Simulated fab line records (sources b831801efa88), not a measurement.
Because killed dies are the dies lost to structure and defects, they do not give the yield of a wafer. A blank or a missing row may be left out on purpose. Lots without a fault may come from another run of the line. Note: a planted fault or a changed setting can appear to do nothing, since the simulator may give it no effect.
One fault through the eyes of 2 desks || flow gf180mcu || each desk holds nothing but its own numbers, with what lay behind them at the end

## FOR THE TOOL OWNER'S DESK: hdpcvd-02
The tool's own readings at GF_CONTACT_CVD_00 (deposits SiO2, target thk 300 nm, time 50 s): means of the sampled wafers that have a number, for each lot that ran on this tool. The brackets show how far a lot's mean lies from the usual mean; more than 4 standard deviations puts the lot out of limits, marked OUT.
Columns: A = sih4 flow sccm at GF_CONTACT_CVD_00, usual 60.00 sccm
{"lot": "L320", "first seen here": "day 16 11:01", "A": 59.92}
{"lot": "L322", "first seen here": "day 17 03:31", "A": 59.93}
{"lot": "L327", "first seen here": "day 18 10:44", "A": "69.96 (+59) OUT"}
{"lot": "L337", "first seen here": "day 21 17:09", "A": 60.01}
{"lot": "L338", "first seen here": "day 21 23:43", "A": 60.03}
{"lot": "L339", "first seen here": "day 22 12:53", "A": 59.89}
{"lot": "L341", "first seen here": "day 23 08:05", "A": 59.93}
This desk finds L327 out of limits, L327 being first, at day 18 10:44 (sih4 flow sccm at GF_CONTACT_CVD_00). In limits: L320, L322, L337, L338, L339, L341.

## AT THE METROLOGY DESK
What the gauges read, lot by lot, whatever tool the lot ran on: means of the sampled wafers that have a number. The brackets show how far a lot's mean lies from the usual mean; more than 4 standard deviations puts the lot out of limits, marked OUT.
Columns: A = cd nm at GF_SAB_CD_MEAS_09, usual 419.3 nm; B = CONTACT_CVD_00_THK at GF_CONTACT_THK_MEAS_01, usual 299 nm; C = CONTACT_CVD_02_THK at GF_CONTACT_THK_MEAS_03, usual 859 nm
{"lot": "L318", "first seen here": "day 15 01:38", "A": 418.2, "B": 299, "C": 849}
{"lot": "L320", "first seen here": "day 16 09:59", "A": 416.2, "B": 300, "C": 862}
{"lot": "L321", "first seen here": "day 16 11:13", "A": 421.0, "B": 299, "C": 857}
{"lot": "L322", "first seen here": "day 17 02:29", "A": 418.1, "B": 299, "C": 863}
{"lot": "L325", "first seen here": "day 18 03:10", "A": 416.9, "B": 298, "C": 866}
{"lot": "L327", "first seen here": "day 18 09:43", "A": 417.5, "B": "353 (+15) OUT", "C": 852}
{"lot": "L335", "first seen here": "day 21 06:44", "A": 419.9, "B": 296, "C": 870}
{"lot": "L337", "first seen here": "day 21 16:08", "A": 416.9, "B": 301, "C": 847}
{"lot": "L338", "first seen here": "day 21 22:41", "A": 419.8, "B": 300, "C": 850}
{"lot": "L339", "first seen here": "day 22 11:29", "A": 422.4, "B": 301, "C": 860}
{"lot": "L340", "first seen here": "day 22 18:25", "A": 418.3, "B": 298, "C": 865}
{"lot": "L341", "first seen here": "day 23 07:04", "A": 418.9, "B": 301, "C": 856}
This desk's finding: out of limits on L327; first on L327, day 18 10:47 (CONTACT_CVD_00_THK at GF_CONTACT_THK_MEAS_01). In limits: L318, L320, L321, L322, L325, L335, L337, L338, L339, L340, L341.

## BROUGHT TOGETHER
At day 18 10:44, on L327, the tool owner's desk was in a position to raise an alarm.
On L327, the metrology desk was in a position to raise an alarm at day 18 10:47.
The lots listed all ran GF_CONTACT_CVD_00 on hdpcvd-02.

## WHAT THE SIMULATOR PUT IN
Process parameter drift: hdpcvd-02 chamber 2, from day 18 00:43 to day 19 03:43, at GF_CONTACT_CVD_00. From 60, the setting sih4 flow sccm moved by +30. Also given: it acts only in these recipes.
Struck lots among those shown: L327.
Fault start to first reading out of limits, in hours, per desk: tool owner, 10; metrology, 10.
